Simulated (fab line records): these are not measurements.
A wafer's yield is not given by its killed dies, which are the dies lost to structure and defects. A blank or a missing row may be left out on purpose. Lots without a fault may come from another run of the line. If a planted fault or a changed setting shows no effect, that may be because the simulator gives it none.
Comparing a struck lot with a sound one	flow sky130	34 steps out of a route of 708
Sound: these wafers, L903.1, L903.3, L903.6. The struck wafers were L894.3, L894.4, L894.5. Last of all comes the cause.
For every step that has rows: the tool of each side, followed by ch and its chambers, followed by its first start. Under that, the readings that differ: sound wafers	struck wafers	difference of the means	sigmas: that difference in standard deviations of wafers without a fault.
alike: readings with means less than 2 such deviations apart, plus words and numbers identical on both sides. not compared: withheld readings, readings lacking a value on some wafer, bounds such as >300 that could conceal the same value, and numbers that have no deviation in the record and whose values overlap.
A row with sigmas, a row that says differs or no value, or rows on one side alone: a step with any of these is where the two part. Non-overlapping numbers with no deviation appear without sigmas and do not part them. Lack of a reading on every wafer of one side parts them only where that side has two or more wafers.

first, 7 steps without rows for these wafers: SKY_SONOS_TUNNEL_DEVELOP_06 (develop time 60 s); SKY_SONOS_TUNNEL_IMPLANT_09; SKY_SONOS_TUNNEL_WET_ETCH_10 (etches SiO2 in dHF, target depth 14 nm, time 280 s); SKY_SONOS_TUNNEL_STRIP_11 (strips in SPM, time 600 s); SKY_SONOS_TUNNEL_CLEAN_13 (cleans in dHF, time 20 s); SKY_SONOS_ONO_OXIDATION_00 (stabilise 600 s, purge 300 s, target thk 2.6 nm); SKY_SONOS_ONO_CVD_02 (deposits Si3N4 from DCS/NH3, target thk 10.5 nm, time 180 s).
SKY_SONOS_ONO_CVD_04: deposits SiO2 from SiH4/N2O, target thk 5.7199 nm.
  sound on lpcvd-03 ch 1, day 19 00:16; struck on lpcvd-03 ch 1, day 16 02:15
reading	sound	struck	difference	sigmas
spike-tc-centre-C (C)	900.7 901.4 901.3	909.4 910.6 910.7	+9.1	+9
spike-tc-lower-C (C)	901.8 901.5 903.9	913.0 911.1 911.3	+9.4	+10
spike-tc-top-C (C)	913.6 916.0 914.3	922.9 925.3 923.8	+9.4	+4
spike-tc-upper-C (C)	903.2 899.9 901.9	912.1 910.6 911.0	+9.6	+7
susceptor-temp-C (C)	899.2 899.1 899.0	910.1 910.7 909.6	+11.0	+28
model.SiO2_of_SONOS_ONO_CVD_04.thk-nm (nm)	5.824 5.852 5.911	6.858 6.805 6.799	+0.958	
SKY_SONOS_ONO_THK_MEAS_05:
  sound: film-metro-04 at day 19 01:31; struck: film-metro-04 at day 16 03:31
reading	sound	struck	difference	sigmas
SONOS_ONO_CVD_04_THK (nm)	5.87 5.91 5.88	6.87 6.82 6.76	+0.93	+8
then, 23 steps without rows for these wafers: SKY_SONOS_ONO_DEHYDRATE_06 (time 60 s); SKY_SONOS_ONO_HMDS_07 (prime time 60 s); SKY_SONOS_ONO_COAT_08 (resist thk 1140 nm); SKY_SONOS_ONO_SOFTBAKE_09 (time 60 s); SKY_SONOS_ONO_EXPOSE_10 (exposes mask ONOM, target cd 410 nm); SKY_SONOS_ONO_PEB_11; SKY_SONOS_ONO_DEVELOP_12 (develop time 60 s); SKY_SONOS_ONO_ETCH_15 (etches the open film in CHF3/O2, target depth 19.52 nm, time 7.8 s); SKY_SONOS_ONO_WET_ETCH_16 (etches SiO2 in dHF, target depth 14 nm, time 280 s); SKY_SONOS_ONO_STRIP_17 (strips in O2/N2); SKY_SONOS_ONO_WET_ETCH_18 (etches Si3N4 in H3PO4, target depth 15 nm, time 172 s); SKY_GATE_OXIDE_CLEAN_00 (cleans in SC1/SC2, time 150 s); SKY_GATE_OXIDE_OXIDATION_01 (stabilise 600 s, purge 300 s, target thk 10.268 nm); SKY_GATE_OXIDE_DEHYDRATE_03 (time 60 s); SKY_GATE_OXIDE_HMDS_04 (prime time 60 s); SKY_GATE_OXIDE_COAT_05 (resist thk 1140 nm); SKY_GATE_OXIDE_SOFTBAKE_06 (time 60 s); SKY_GATE_OXIDE_EXPOSE_07 (exposes mask LVOM, target cd 600 nm); SKY_GATE_OXIDE_PEB_08; SKY_GATE_OXIDE_DEVELOP_09 (develop time 60 s); SKY_GATE_OXIDE_IMPLANT_11; SKY_GATE_OXIDE_WET_ETCH_12 (etches SiO2 in dHF, target depth 16.8 nm, time 336 s); SKY_GATE_OXIDE_STRIP_13 (strips in O2/N2).
-- the record jumps here: 3 days lie between the struck wafers' starts before and after --
SKY_GATE_OXIDE_CLEAN_15: cleans in SC1/SC2, time 150 s.
  sound on wet-bench-03 ch 1, day 21 18:50; struck on wet-bench-01 ch 1, day 18 15:41
reading	sound	struck	difference	sigmas
model.SiO2_of_SONOS_ONO_CVD_04.thk-nm (nm)	4.317 4.351 4.408	5.369 5.314 5.307	+0.971	
-- record jumps: 31 days separate the struck wafers' starts on either side; left off in module GATE_OXIDE, taken up again in module PAD_OPEN, whose first shown step is the route's number 708 --
SKY_PAD_OPEN_PROBE_99:
  only the struck wafers here have rows in the record (prober-01, day 49 03:55); the sound ones have none

WHERE THEY PART
Earliest at SKY_SONOS_ONO_CVD_04; latest, in this record, at SKY_PAD_OPEN_PROBE_99.

WHY: whatever the simulator had introduced
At SKY_SONOS_ONO_CVD_04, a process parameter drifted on lpcvd-03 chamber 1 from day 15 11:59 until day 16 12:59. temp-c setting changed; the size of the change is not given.
